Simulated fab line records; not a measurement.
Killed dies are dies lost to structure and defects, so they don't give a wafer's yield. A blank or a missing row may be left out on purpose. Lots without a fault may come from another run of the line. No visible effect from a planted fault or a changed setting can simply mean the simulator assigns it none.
Chamber matching ; flow sky130 ; SKY_LI_CONTACT_CMP_24 on cmp-02: 4 sister chambers
The step polishes, stops on PSG, t overpolish 20 s, target thk 0 nm. 4 wafers are shown with their chamber, then 9 later ones without.

## WAFERS, EACH WITH ITS CHAMBER
wafer;chamber;motor_current_A (A)
L953.3;3;10.1
L960.1;2;10.5
L960.2;0;9.3
L960.6;1;11.5

## WAFERS WITH NO CHAMBER GIVEN
wafer;motor_current_A (A)
L961.4;10.8
L961.5;10.6
L961.6;10.5
L962.3;10.5
L962.4;10.5
L962.5;11.7
L964.4;10.5
L964.5;10.4
L964.6;10.6

## WHICH CHAMBER EACH WENT THROUGH
wafer;from the rows above;in truth
L961.4;2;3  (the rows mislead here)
L961.5;2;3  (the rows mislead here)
L961.6;2;2
L962.3;2;2
L962.4;2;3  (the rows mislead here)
L962.5;1;1
L964.4;2;2
L964.5;can't be placed: 2 or 3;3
L964.6;2;2
Placed correctly: 5 of 9. Can't be placed from these rows: 1 (the true chamber is among the candidates in 1). Number placed wrongly: 3.
How it was worked out, from the rows above alone: a wafer's distance from a chamber is the root of the sum, over the readings, of the square of ((its reading less the chamber's mean) divided by the reading's scatter). The wafer belongs to the nearest chamber; if the next one is less than 2 further off, it can't be placed. A chamber's mean is the mean of its shown wafers. The scatter: with one shown wafer a chamber, the root of the mean of the squares of how far each hidden wafer lies from its nearest shown one.
